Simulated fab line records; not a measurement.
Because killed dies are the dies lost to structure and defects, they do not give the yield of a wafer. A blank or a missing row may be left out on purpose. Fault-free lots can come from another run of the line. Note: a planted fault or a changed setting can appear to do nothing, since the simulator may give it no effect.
fab line records | flow gf180mcu | part 1 of 2: steps 1 to 27 of 36
record lots=5 wafers=15 lastDay=33
route steps=602 shown SALICIDE@286 CONTACT@287 M1@315
lots that met no fault: taken from a fault-free run of the same line
startH: the number of hours between the record's first day and the start of the first shown wafer of the lot | waitH: how many hours have passed since the lot's step before this one | " unchanged from the row above | L1.1+2: several wafers, shown together as one row | - no value, or no start was given | * or withheld: withheld | < > ~ a bound
route shown NAME@n: a module of which the file shows steps, and the number in the route of the first | usual: the fault-free wafers' mean and standard deviation | same: alike in all rows | chamber/n: place in a boat | sites: the reading at each site | _std_site: standard deviation across them | _edge_site: outer sites' mean less inner sites' | radiusMm: how far each site lies from the wafer's centre | mask NAME#n: copy n | behind: the tool/chamber that last shaped the wafer | hold: why the lot went on hold/how many hours it stayed there/how the hold came to an end | device: the n, p or np transistor that did not switch | end of line: at the end of the route, the tests of the same wafers | a step given without rows: its recipe and nothing more | killed: at the first sort, the dies lost to defects and structure; wafer yield is something else | map: a wafer's dies, marking killed ones x, the rest . and places with no die _
set.NAME: the run value of the setting; set.NAME@STEP: its run value at that earlier step | model.NAME: the simulator's own value behind a step, which no gauge read
a table for each step, a row for each wafer; lots at some steps of the route
services: a tool's chamber out of use, with start hour (startH, from the record's first day; less than 0 if before it), hours out, and reason
## steps
# step GF_SALICIDE_RTA_08
# recipe tempC=800 timeS=30 ambient=N2
# usual lampPowerPct=17.41/0.25 wafer_temp_C_max=802.6/1
# columns lot.wafer tool chamber startH waitH lampPowerPct wafer_temp_C_max
L077.2 rtpAnneal-02 0 372.89 0.0 17.69 803.7
L077.3 " 0 " " 17.67 803.1
L077.4 " 0 " " 17.69 804.4
L079.2 rtpAnneal-01 0 394.73 0.0 17.18 801.9
L079.5 " 0 " " 17.17 802.1
L079.6 " 0 " " 17.19 801.5
L087.1 rtpAnneal-01 0 454.21 0.0 17.20 801.8
L087.3 " 0 " " 17.18 802.3
L087.4 " 0 " " 17.18 802.4
L090.2 rtpAnneal-02 0 482.22 0.0 17.68 803.6
L090.4 " 0 " " 17.67 803.3
L090.5 " 0 " " 17.67 804.3
L092.1 rtpAnneal-01 0 500.32 0.0 17.21 802.5
L092.2 " 0 " " 17.19 802.1
L092.4 " 0 " " 17.18 802.0
# step GF_CONTACT_CVD_00
# recipe material=SiO2 targetThkNm=300 sigmaOpenFrac=0.3 tempC=400 timeS=50 sih4FlowSccm=60 pressureMtorr=6
# usual pressureMtorr=6.000/0.012
# columns lot.wafer tool chamber startH waitH pressureMtorr
L077.2 hdpcvd-01 2 372.98 0.1 6.004
L077.3 " 0 " " 6.018
L077.4 " 1 " " 6.016
L079.2 hdpcvd-02 1 394.81 0.1 6.014
L079.5 " 2 " " 6.043
L079.6 " 0 " " 5.991
L087.1 hdpcvd-02 2 454.31 0.1 6.003
L087.3 " 0 " " 6.023
L087.4 " 0 " " 6.012
L090.2 hdpcvd-01 1 482.30 0.1 5.992
L090.4 " 0 " " 5.997
L090.5 " 2 " " 5.992
L092.1 hdpcvd-01 2 500.42 0.1 6.011
L092.2 " 0 " " 6.006
L092.4 " 0 " " 6.007
# step GF_CONTACT_THK_MEAS_01
# recipe reads=SiO2_of_CONTACT_CVD_00
# usual CONTACT_CVD_00_THK=299/3.2
# columns lot.wafer tool chamber startH waitH CONTACT_CVD_00_THK[nm]
L077.2 filmMetro-03 - 373.03 0.0 297
L077.3 " - " " 303
L077.4 " - " " 299
L079.2 filmMetro-03 - 394.87 0.0 301
L079.5 " - " " 297
L079.6 " - " " 298
L087.1 filmMetro-03 - 454.35 0.0 295
L087.3 " - " " 300
L087.4 " - " " 301
L090.2 filmMetro-01 - 482.36 0.0 294
L090.4 " - " " 303
L090.5 " - " " 301
L092.1 filmMetro-03 - 500.47 0.0 302
L092.2 " - " " 297
L092.4 " - " " 297
# step GF_CONTACT_CVD_02
# recipe material=SiO2 targetThkNm=860 precursor=TEOS tempC=400 timeS=95.992 rfW=600
# usual heaterPowerW=640/120
# columns lot.wafer tool chamber startH waitH heaterPowerW
L077.2 pecvd-01 0 373.08 0.0 699
L077.3 " 1 " " 457
L077.4 " 0 " " 752
L079.2 pecvd-01 2 394.92 0.0 717
L079.5 " 1 " " 493
L079.6 " 0 " " 638
L087.1 pecvd-01 1 454.41 0.1 428
L087.3 " 2 " " 641
L087.4 " 1 " " 476
L090.2 pecvd-01 0 482.41 0.0 696
L090.4 " 0 " " 776
L090.5 " 1 " " 471
L092.1 pecvd-04 1 500.53 0.1 756
L092.2 " 0 " " 554
L092.4 " 1 " " 779
# step GF_CONTACT_THK_MEAS_03
# recipe reads=SiO2_of_CONTACT_CVD_02
# usual CONTACT_CVD_02_THK=861/13
# columns lot.wafer tool chamber startH waitH CONTACT_CVD_02_THK[nm]
L077.2 filmMetro-03 - 373.16 0.0 847
L077.3 " - " " 853
L077.4 " - " " 867
L079.2 filmMetro-01 - 395.00 0.0 864
L079.5 " - " " 881
L079.6 " - " " 872
L087.1 filmMetro-02 - 454.48 0.0 861
L087.3 " - " " 856
L087.4 " - " " 876
L090.2 filmMetro-03 - 482.49 0.0 848
L090.4 " - " " 858
L090.5 " - " " 878
L092.1 filmMetro-02 - 500.60 0.0 849
L092.2 " - " " 845
L092.4 " - " " 861
# step GF_CONTACT_CMP_04
# recipe material=SiO2 downForcePsi=4 platenRpm=60 padVelocityMS=0.94248
# usual motorCurrentA=12.2/1.4 slurryFlowMlMin=150.0/0.41 timeToEndpointS=114/7.9
# columns lot.wafer tool chamber startH waitH motorCurrentA slurryFlowMlMin timeToEndpointS
L077.3 cmp-02 3 373.26 0.1 11.0 149.5 103
L077.2 " 0 " " 11.8 149.6 107
L077.4 " 1 " " 15.4 149.5 119
L079.2 cmp-01 3 395.10 0.1 12.5 150.1 122
L079.6 " 2 " " 13.1 150.2 121
L079.5 " 3 " " 12.4 149.2 129
L087.1 cmp-02 3 454.54 0.1 10.8 149.6 106
L087.4 " 0 " " 11.1 150.7 118
L087.3 " 2 " " 11.2 150.3 101
L090.2 cmp-01 0 482.59 0.1 12.0 149.8 120
L090.4 " 2 " " 13.5 149.2 117
L090.5 " 0 " " 12.8 150.3 131
L092.1 cmp-02 0 500.66 0.1 12.1 149.7 109
L092.2 " 2 " " 11.4 149.1 100
L092.4 " 3 " " 11.0 150.9 103
# step GF_CONTACT_BOW_MEAS_05
# recipe mode=bow
# usual CONTACT_BOW=66/6.4
# columns lot.wafer tool chamber startH waitH CONTACT_BOW[um]
L077.2 filmMetro-01 - 373.53 0.2 68
L077.3 " - " " 63
L077.4 " - " " 70
L079.2 filmMetro-03 - 395.37 0.2 66
L079.5 " - " " 73
L079.6 " - " " 70
L087.1 filmMetro-02 - 454.84 0.2 61
L087.3 " - " " 74
L087.4 " - " " 56
L090.2 filmMetro-01 - 482.86 0.2 58
L090.4 " - " " 67
L090.5 " - " " 58
L092.1 filmMetro-02 - 500.98 0.3 53
L092.2 " - " " 64
L092.4 " - " " 67
# step GF_CONTACT_DEHYDRATE_06
# recipe tempC=200 timeS=60
# usual plateTempC=200.01/0.15
# columns lot.wafer tool chamber startH waitH plateTempC
L077.2 lithoTrack-03 0 384.68 11.1 199.92
L077.3 " 0 " " 199.96
L077.4 " 0 " " 199.89
L079.2 lithoTrack-03 0 406.08 10.7 200.02
L079.5 " 0 " " 200.05
L079.6 " 0 " " 199.97
L087.1 lithoTrack-02 0 466.50 11.6 200.07
L087.3 " 0 " " 200.07
L087.4 " 0 " " 200.22
L090.2 lithoTrack-03 0 494.28 11.4 199.53
L090.4 " 0 " " 199.71
L090.5 " 0 " " 199.92
L092.1 lithoTrack-04 0 511.94 10.9 200.08
L092.2 " 0 " " 200.01
L092.4 " 0 " " 199.94
# step GF_CONTACT_HMDS_07
# recipe primeTimeS=60 primeTempC=120
# columns lot.wafer tool chamber startH waitH
L077.2+3+4 lithoTrack-03 0 384.83 0.1
L079.2+5+6 lithoTrack-03 0 406.23 0.1
L087.1+3+4 lithoTrack-02 0 466.65 0.1
L090.2+4+5 lithoTrack-03 0 494.43 0.1
L092.1+2+4 lithoTrack-04 0 512.09 0.1
# step GF_CONTACT_COAT_08
# recipe resist=BARC tempC=withheld timeS=withheld spinRpm=withheld resistThkNm=withheld
# columns lot.wafer tool chamber startH waitH
L077.2+3+4 lithoTrack-03 0 384.98 0.1
L079.2+5+6 lithoTrack-03 0 406.38 0.1
L087.1+3+4 lithoTrack-02 0 466.80 0.1
L090.2+4+5 lithoTrack-03 0 494.58 0.1
L092.1+2+4 lithoTrack-04 0 512.24 0.1
# step GF_CONTACT_COAT_09
# recipe resist=KrF spinRpm=withheld resistThkNm=1000
# columns lot.wafer tool chamber startH waitH
L077.2+3+4 lithoTrack-03 0 - -
L079.2+5+6 lithoTrack-03 0 - -
L087.1+3+4 lithoTrack-02 0 - -
L090.2+4+5 lithoTrack-03 0 - -
L092.1+2+4 lithoTrack-04 0 - -
# step GF_CONTACT_SOFTBAKE_10
# recipe tempC=130 timeS=60 resist=KrF
# usual plateTempC=130.01/0.11
# columns lot.wafer tool chamber startH waitH plateTempC
L077.2 lithoTrack-03 0 - - 129.92
L077.3 " 0 " " 129.97
L077.4 " 0 " " 130.11
L079.2 lithoTrack-03 0 - - 129.93
L079.5 " 0 " " 130.14
L079.6 " 0 " " 129.98
L087.1 lithoTrack-02 0 - - 129.87
L087.3 " 0 " " 130.08
L087.4 " 0 " " 129.87
L090.2 lithoTrack-03 0 - - 130.00
L090.4 " 0 " " 129.92
L090.5 " 0 " " 130.06
L092.1 lithoTrack-04 0 - - 129.77
L092.2 " 0 " " 130.06
L092.4 " 0 " " 129.92
# step GF_CONTACT_EXPOSE_11
# recipe maskId=Contact targetCdNm=220 na=0.68 sourceShape=conventional sigmaOuter=0.6 doseMj=38
# usual reticleTempC=22.99/0.11
# columns lot.wafer tool chamber startH waitH mask reticleTempC
L077.2 krfScanner-02 0 - - Contact#0 23.11
L077.3 " 0 " " Contact#0 23.14
L077.4 " 0 " " Contact#0 23.09
L079.2 krfScanner-02 0 - - Contact#0 22.92
L079.5 " 0 " " Contact#0 22.79
L079.6 " 0 " " Contact#0 22.81
L087.1 krfScanner-01 0 - - Contact#0 22.92
L087.3 " 0 " " Contact#0 22.90
L087.4 " 0 " " Contact#0 22.92
L090.2 krfScanner-01 0 - - Contact#0 23.02
L090.4 " 0 " " Contact#0 22.87
L090.5 " 0 " " Contact#0 23.03
L092.1 krfScanner-01 0 - - Contact#0 22.90
L092.2 " 0 " " Contact#0 23.19
L092.4 " 0 " " Contact#0 22.93
# step GF_CONTACT_PEB_12
# recipe pebTempC=135 pebTimeS=90 resist=KrF
# usual plateTempC=134.99/0.14
# columns lot.wafer tool chamber startH waitH plateTempC
L077.2 lithoTrack-03 0 - - 135.05
L077.3 " 0 " " 134.99
L077.4 " 0 " " 135.04
L079.2 lithoTrack-04 0 - - 134.80
L079.5 " 0 " " 135.18
L079.6 " 0 " " 134.91
L087.1 lithoTrack-03 0 - - 135.18
L087.3 " 0 " " 134.93
L087.4 " 0 " " 135.11
L090.2 lithoTrack-04 0 - - 134.87
L090.4 " 0 " " 134.92
L090.5 " 0 " " 135.07
L092.1 lithoTrack-03 0 - - 135.00
L092.2 " 0 " " 134.94
L092.4 " 0 " " 135.14
# step GF_CONTACT_DEVELOP_13
# recipe developTimeS=60 resist=KrF devTempC=21
# columns lot.wafer tool chamber startH waitH
L077.2+3+4 lithoTrack-03 0 396.63 0.2
L079.2+5+6 lithoTrack-04 0 418.32 0.2
L087.1+3+4 lithoTrack-03 0 479.40 0.2
L090.2+4+5 lithoTrack-04 0 506.81 0.2
L092.1+2+4 lithoTrack-03 0 524.40 0.2
# step GF_CONTACT_CD_MEAS_14
# recipe targetCdNm=220
# usual cdNm=220.1/1.6
# columns lot.wafer tool chamber startH waitH cdNm
L077.2 cdSem-01 - 396.81 0.2 219.8
L077.3 " - " " 219.6
L077.4 " - " " 218.3
L079.2 cdSem-02 - 418.46 0.1 221.9
L079.5 " - " " 221.5
L079.6 " - " " 221.0
L087.1 cdSem-02 - 479.55 0.1 218.6
L087.3 " - " " 218.2
L087.4 " - " " 218.6
L090.2 cdSem-01 - 506.96 0.1 219.0
L090.4 " - " " 219.7
L090.5 " - " " 219.8
L092.1 cdSem-02 - 524.55 0.1 217.8
L092.2 " - " " 218.1
L092.4 " - " " 218.9
# step GF_CONTACT_OVL_MEAS_15
# usual CONTACT_OVL=-4/7.4
# columns lot.wafer tool chamber startH waitH CONTACT_OVL[nm]
L077.2 overlay-02 - 396.92 0.1 -3
L077.3 " - " " -6
L077.4 " - " " -7
L079.2 overlay-01 - 418.57 0.1 -2
L079.5 " - " " 0
L079.6 " - " " 2
L087.1 overlay-01 - 479.67 0.1 6
L087.3 " - " " 8
L087.4 " - " " 7
L090.2 overlay-01 - 507.06 0.1 6
L090.4 " - " " 11
L090.5 " - " " 9
L092.1 overlay-02 - 524.67 0.1 -8
L092.2 " - " " 2
L092.4 " - " " 4
# step GF_CONTACT_ETCH_16
# recipe chemistry=N2/H2 targetDepthA=withheld overetchA=withheld timeS=withheld target=BARC ionEnergyEv=200 sourceW=500 biasW=100 pressureMtorr=30 n2FlowSccm=100 h2FlowSccm=200
# usual chamberPressureMTorr=30.001/0.028 drypumpMotorCurrentA=5.6/0.56 n2FlowSccm=100.0/0.33 oesProductAu=0.854/0.0045 throttleValvePct=13.226/0.009
# columns lot.wafer tool chamber startH waitH chamberPressureMTorr drypumpMotorCurrentA n2FlowSccm oesProductAu throttleValvePct
L077.2 rieDiel-02 1 396.95 0.0 30.014 5.2 100.5 0.847 13.228
L077.3 " 3 " " 29.954 6.1 99.8 0.849 13.226
L077.4 " 2 " " 30.010 5.1 99.8 0.858 13.219
L079.2 rieDiel-01 2 418.60 0.0 30.016 6.0 100.4 0.857 13.231
L079.5 " 1 " " 29.950 5.2 99.0 0.848 13.216
L079.6 " 2 " " 30.040 6.0 100.5 0.855 13.232
L087.1 rieDiel-01 2 479.71 0.0 29.959 6.0 99.6 0.854 13.226
L087.3 " 3 " " 30.001 6.5 100.5 0.850 13.223
L087.4 " 1 " " 30.013 5.2 100.2 0.861 13.234
L090.2 rieDiel-01 2 507.09 0.0 30.011 6.0 99.7 0.855 13.229
L090.4 " 0 " " 29.990 5.1 100.1 0.862 13.227
L090.5 " 2 " " 29.981 6.0 99.6 0.857 13.234
L092.1 rieDiel-01 1 524.71 0.0 29.976 5.2 100.0 0.849 13.219
L092.2 " 2 " " 29.986 6.0 99.8 0.863 13.231
L092.4 " 0 " " 30.014 5.1 99.9 0.858 13.239
# step GF_CONTACT_ETCH_17
# recipe chemistry=C4F8/O2/Ar maskMaterial=KrF target=SiO2 stopOn=CoSi2 sourceW=1500 biasW=1200 pressureMtorr=40 c4f8FlowSccm=withheld O2_flow_sccm=6 Ar_flow_sccm=300 timeS=withheld targetDepthA=8600
# usual chamberPressureMTorr=40.00/0.038 oesProductAu=0.814/0.0047
# columns lot.wafer tool chamber startH waitH chamberPressureMTorr oesProductAu
L077.2 rieDiel-02 1 - - 40.04 0.818
L077.3 " 3 " " 40.05 0.820
L077.4 " 2 " " 40.00 0.812
L079.2 rieDiel-01 2 - - 39.97 0.822
L079.5 " 1 " " 39.97 0.814
L079.6 " 2 " " 40.07 0.815
L087.1 rieDiel-01 2 - - 39.94 0.811
L087.3 " 3 " " 39.98 0.807
L087.4 " 1 " " 40.03 0.819
L090.2 rieDiel-01 2 - - 39.99 0.815
L090.4 " 0 " " 40.01 0.822
L090.5 " 2 " " 40.05 0.816
L092.1 rieDiel-01 1 - - 39.96 0.813
L092.2 " 2 " " 40.03 0.808
L092.4 " 0 " " 40.00 0.817
# step GF_CONTACT_STRIP_18
# recipe chemistry=O2/N2 powerW=1400 pressureMtorr=1500 platenTempC=250 o2FlowSccm=3000 n2FlowSccm=300 overashFraction=0.5
# usual chamberPressureMTorr=1500.0/1.3 drypumpMotorCurrentA=5.7/0.33 heaterPowerW=330/57 n2FlowSccm=300.2/0.88 oesProductAu=0.581/0.005
# columns lot.wafer tool chamber startH waitH chamberPressureMTorr drypumpMotorCurrentA heaterPowerW n2FlowSccm oesProductAu rfHoursCounterH
L077.2 plasmaAsher-01 1 397.11 - 1500.2 5.6 312 301.0 0.583 30
L077.3 " 0 " " 1502.1 6.3 316 300.1 0.580 -
L077.4 " 1 " " 1498.4 5.6 320 299.5 0.583 -
L079.2 plasmaAsher-02 1 418.76 - 1501.2 5.4 313 299.9 0.570 76
L079.5 " 1 " " 1500.4 5.3 317 301.0 0.579 -
L079.6 " 0 " " 1498.3 5.7 279 299.9 0.575 -
L087.1 plasmaAsher-04 1 479.87 - 1500.7 6.2 347 299.7 0.580 85
L087.3 " 1 " " 1499.9 6.3 354 299.0 0.583 -
L087.4 " 0 " " 1500.5 6.0 473 300.6 0.580 -
L090.2 plasmaAsher-02 0 507.26 - 1501.9 5.7 276 301.0 0.585 8
L090.4 " 0 " " 1501.2 5.7 274 300.8 0.581 -
L090.5 " 1 " " 1498.9 5.4 319 299.0 0.581 -
L092.1 plasmaAsher-02 0 524.87 - 1497.5 5.7 283 301.6 0.580 10
L092.2 " 1 " " 1500.8 5.4 329 299.5 0.585 10
L092.4 " 0 " " 1500.3 5.7 279 301.1 0.586 -
# step GF_CONTACT_CLEAN_19
# recipe chemistry=SPM
# columns lot.wafer tool chamber startH waitH
L077.2+3+4 wetBench-03 0 397.21 0.1
L079.2+5+6 wetBench-02 3 418.86 0.1
L087.1+3+4 wetBench-03 0 479.97 0.1
L090.2+4+5 wetBench-03 1 507.36 0.1
L092.1+2+4 wetBench-03 1 524.97 0.1
# step GF_CONTACT_CLEAN_20
# recipe chemistry=DIW
# columns lot.wafer tool chamber startH waitH
L077.2+3+4 wetBench-03 2 397.30 0.0
L079.2+5+6 wetBench-03 3 418.95 0.0
L087.1+3+4 wetBench-02 3 480.06 0.0
L090.2+4+5 wetBench-04 1 507.45 0.0
L092.1+2+4 wetBench-04 0 525.07 0.0
# step GF_CONTACT_CLEAN_21
# recipe chemistry=dHF timeS=20 dilution=100:1 dry=ipaMarangoni
# columns lot.wafer tool chamber startH waitH
L077.2+3+4 wetBench-03 1 397.39 0.0
L079.2+5+6 wetBench-04 0 419.04 0.0
L087.1+3+4 wetBench-03 3 480.16 0.0
L090.2+4+5 wetBench-02 2 507.54 0.0
L092.1+2+4 wetBench-03 2 525.16 0.0
# step GF_CONTACT_SPUTTER_22
# recipe material=Ti targetThkNm=15 chamberPressurePa=5 powerW=2500 substrateTempC=200 timeS=80.02
# usual throttleValvePct=30.1/0.71
# columns lot.wafer tool chamber startH waitH throttleValvePct
L077.2 pvdSputter-01 - 397.41 0.0 29.8
L077.3 " - " " 30.3
L077.4 " - " " 29.6
L079.2 pvdSputter-01 - 419.07 0.0 29.9
L079.5 " - " " 29.3
L079.6 " - " " 30.1
L087.1 pvdSputter-02 - 480.17 0.0 30.5
L087.3 " - " " 31.5
L087.4 " - " " 31.1
L090.2 pvdSputter-01 - 507.55 0.0 29.5
L090.4 " - " " 29.8
L090.5 " - " " 30.0
L092.1 pvdSputter-02 - 525.18 0.0 31.0
L092.2 " - " " 29.3
L092.4 " - " " 30.2
# step GF_CONTACT_SPUTTER_23
# recipe material=TiN targetThkNm=10 chamberPressurePa=4.816 powerW=4000 timeS=40
# usual throttleValvePct=30.1/0.7
# columns lot.wafer tool chamber startH waitH throttleValvePct
L077.2 pvdSputter-01 - 397.47 0.0 29.9
L077.3 " - " " 30.2
L077.4 " - " " 29.8
L079.2 pvdSputter-01 - 419.13 0.0 29.4
L079.5 " - " " 29.6
L079.6 " - " " 30.3
L087.1 pvdSputter-02 - 480.23 0.0 30.3
L087.3 " - " " 31.6
L087.4 " - " " 31.0
L090.2 pvdSputter-01 - 507.62 0.0 29.9
L090.4 " - " " 29.8
L090.5 " - " " 30.1
L092.1 pvdSputter-02 - 525.24 0.0 31.3
L092.2 " - " " 29.4
L092.4 " - " " 30.1
# step GF_CONTACT_CVD_24
# recipe material=W targetThkNm=300 timeS=90.339 tempC=400 pressureTorr=40
# usual heaterPowerW=891/42
# columns lot.wafer tool chamber startH waitH heaterPowerW
L077.2 cvdW-02 0 397.51 0.0 937
L077.3 " 0 " " 921
L077.4 " 1 " " 839
L079.2 cvdW-02 0 419.17 0.0 958
L079.5 " 1 " " 839
L079.6 " 0 " " 919
L087.1 cvdW-01 1 480.27 0.0 859
L087.3 " 0 " " 914
L087.4 " 1 " " 856
L090.2 cvdW-02 0 507.65 0.0 931
L090.4 " 1 " " 849
L090.5 " 0 " " 953
L092.1 cvdW-02 0 525.28 0.0 908
L092.2 " 1 " " 843
L092.4 " 1 " " 860
# step GF_CONTACT_RS_MEAS_25
# recipe thkMeasGauge=four-point-probe reads=W_of_CONTACT_CVD_24+TiN_of_CONTACT_SPUTTER_23+Ti_of_CONTACT_SPUTTER_22
# usual CONTACT_W_RS=0.381/0.005
# columns lot.wafer tool chamber startH waitH CONTACT_W_RS[ohm/sq]
L077.2 filmMetro-03 - 397.63 0.1 0.377
L077.3 " - " " 0.385
L077.4 " - " " 0.382
L079.2 filmMetro-03 - 419.29 0.1 0.383
L079.5 " - " " 0.387
L079.6 " - " " 0.383
L087.1 filmMetro-01 - 480.37 0.1 0.377
L087.3 " - " " 0.382
L087.4 " - " " 0.379
L090.2 filmMetro-01 - 507.77 0.1 0.386
L090.4 " - " " 0.382
L090.5 " - " " 0.381
L092.1 filmMetro-02 - 525.38 0.1 0.376
L092.2 " - " " 0.383
L092.4 " - " " 0.385
